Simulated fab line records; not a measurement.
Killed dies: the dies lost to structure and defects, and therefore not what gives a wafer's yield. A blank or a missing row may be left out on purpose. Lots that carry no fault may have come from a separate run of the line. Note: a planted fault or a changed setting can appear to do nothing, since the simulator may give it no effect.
Matching of chambers -- flow gf180mcu -- GF_CONTACT_CMP_27 on cmp-01 has 4 sister chambers
The step polishes, stops on SiO2, t overpolish 15 s, target thk 0 nm. 17 wafers are shown with their chamber, then 8 later ones without.

WAFERS WITH THEIR CHAMBER
wafer,chamber,motor current A (A),overpolish run s (s),retaining ring pressure frac
L208.1,1,12.0,15.027,1.002
L208.3,0,10.6,14.986,0.990
L208.4,3,8.7,15.003,1.000
L209.1,0,11.3,15.003,0.999
L209.4,1,11.7,14.999,0.998
L209.6,2,9.9,15.009,1.001
L210.4,2,10.2,15.006,0.997
L210.5,1,11.2,14.982,0.993
L210.6,2,10.1,15.017,1.002
L213.1,1,11.6,15.001,1.009
L213.3,3,9.0,14.992,1.003
L213.5,3,9.2,15.000,1.008
L215.1,3,9.6,15.001,1.006
L215.2,2,10.0,14.993,1.007
L215.3,0,10.4,14.985,0.998
L216.1,3,9.1,14.996,0.994
L216.3,1,12.6,15.005,1.001

SIGNATURES, as means of the wafers listed above
reading,chamber 0,chamber 1,chamber 2,chamber 3,scatter within a chamber
motor current A,10.767,11.820,10.050,9.120,0.393
overpolish run s,14.99133,15.00280,15.00625,14.99840,0.0112
retaining ring pressure frac,0.99567,1.00060,1.00175,1.00220,0.00524
Rule: a wafer lies at a distance from a chamber equal to the root of the sum of squares, over the readings, of (its reading less the chamber's mean, divided by the reading's scatter). If the next closest chamber is less than 2 further off than the closest, the wafer can't be placed; otherwise it belongs to the closest. The scatter: the root of (the sum of the squares of (reading less its chamber's mean) over the shown wafers, divided by (wafers less chambers)).

WAFERS MISSING THEIR CHAMBER
wafer,motor current A (A),overpolish run s (s),retaining ring pressure frac
L216.5,11.0,15.008,1.007
L217.1,11.1,15.007,1.003
L217.2,12.2,14.994,1.001
L217.5,11.0,15.005,0.994
L222.1,9.6,14.987,1.003
L222.3,10.4,14.997,1.004
L223.1,11.4,14.990,0.997
L223.6,9.1,15.011,0.995

EACH ONE'S CHAMBER
wafer,from the rows above,in truth
L216.5,can't be placed: 1 or 2 or 0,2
L217.1,can't be placed: 1 or 0 or 2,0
L217.2,1,1
L217.5,can't be placed: 0 or 1 or 2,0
L222.1,can't be placed: 3 or 2 or 0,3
L222.3,can't be placed: 2 or 0 or 3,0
L223.1,can't be placed: 0 or 1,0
L223.6,can't be placed: 3 or 2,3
Correct placement for 1 of the 8. These rows do not allow placing 7 (true chamber among the candidates in 7). Wrongly placed: 0.
